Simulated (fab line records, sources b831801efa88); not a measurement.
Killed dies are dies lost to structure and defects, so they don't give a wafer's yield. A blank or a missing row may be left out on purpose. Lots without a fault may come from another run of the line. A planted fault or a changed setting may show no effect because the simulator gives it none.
Problem report in the 8D (eight disciplines) form, filled by code | flow gf180mcu | the parts of the form that need people (team, actions taken, sign-off) are left out

1. THE PROBLEM
HV_LDD_4_TW at GF_HV_LDD_TW_MEAS_50 reads a mean of 509.5 on 9 wafers of 3 lots; wafers without a fault read 569.8 with a standard deviation of 2.6. That is -23 standard deviations from the usual mean.
First seen on wafer L609.4, day 16 21:20, on film_metro-01. The record holds 42 wafers of 14 lots with a number at this step. Rule for "out", or "out of limits": more than 4 standard deviations from the usual mean. The other wafers with a number count as sound.

2. WHAT IT IS AND WHAT IT IS NOT
question                    | is                                          | is not
which readings at this step | HV_LDD_4_TW                                 | -
which lots                  | L609, L610, L611                            | L597, L600, L602, L605, L607, L613, L614, L615, L616, L617, L618
which wafers of those lots  | all that have a number                      | -
read on which gauges        | film_metro-01, film_metro-02, film_metro-04 | -
when                        | from day 16 21:20                           | up to then (15 sound wafers); but 18 sound wafers of L613, L614, L615, L616, L617, L618 came after

3. SUSPECTS, AND WHAT RULES EACH OUT
Counting: a tool at a process step up to the reading stays a suspect if it ran every lot that is out and no sound lot after the first of them.
- the gauge at GF_HV_LDD_TW_MEAS_50: ruled out. The wafers that are out were read on 3 gauges (film_metro-01, film_metro-02, film_metro-04).
- implanter-03 at GF_HV_LDD_IMPLANT_48: kept. It ran every lot that is out, first L609 (day 16 21:08), and no sound lot after that; its last sound lot up to then is L607 (day 16 00:46). Its own readings are out on those wafers: tilt_deg.
Left after counting: implanter-03 at GF_HV_LDD_IMPLANT_48.

4. THE CAUSE (what the simulator had put in)
Process parameter drift: implanter-03, from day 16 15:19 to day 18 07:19, at GF_HV_LDD_IMPLANT_48. Setting tilt_deg, moved by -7, from 7. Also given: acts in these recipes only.
Counting left only this tool.

5. THE CHAIN OF EFFECTS, in route order
Each row: a reading whose mean over the struck wafers that have a number lies more than 3 standard deviations from the usual. Only readings for which the record gives a usual standard deviation are gone through. hours: the time from each lot's start at the first step in this table that gives one to its start at this step, as a median over the lots. sigmas: the change in usual standard deviations.
hours | step                 | reading     | usual         | on struck wafers | change | sigmas
0     | GF_HV_LDD_IMPLANT_48 | tilt_deg    | 7.001 degrees | -0.005           | -7.006 | -99 or more
0     | GF_HV_LDD_TW_MEAS_50 | HV_LDD_4_TW | 569.8         | 509.5            | -60.3  | -23
The process steps in it:
- GF_HV_LDD_IMPLANT_48
Later measuring or inspecting steps at which every struck wafer that the step has a row for has a number for every such reading, and none has moved that far: GF_NSD_OVL_MEAS_08.

6. WHAT WOULD HAVE CAUGHT IT SOONER
In this record the first reading out of limits at a measuring or inspecting step was taken at day 16 21:20, 6 hours after the fault began at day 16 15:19.
The tool's own readings at GF_HV_LDD_IMPLANT_48 were out on every struck wafer that the step has a row for (tilt_deg): an alarm limit on them would have fired on the first of those.
Of the lots that are out (3), L610, L611 began GF_HV_LDD_IMPLANT_48 on implanter-03 after day 16 21:20. A hold on the tool at that time would have spared those 2.
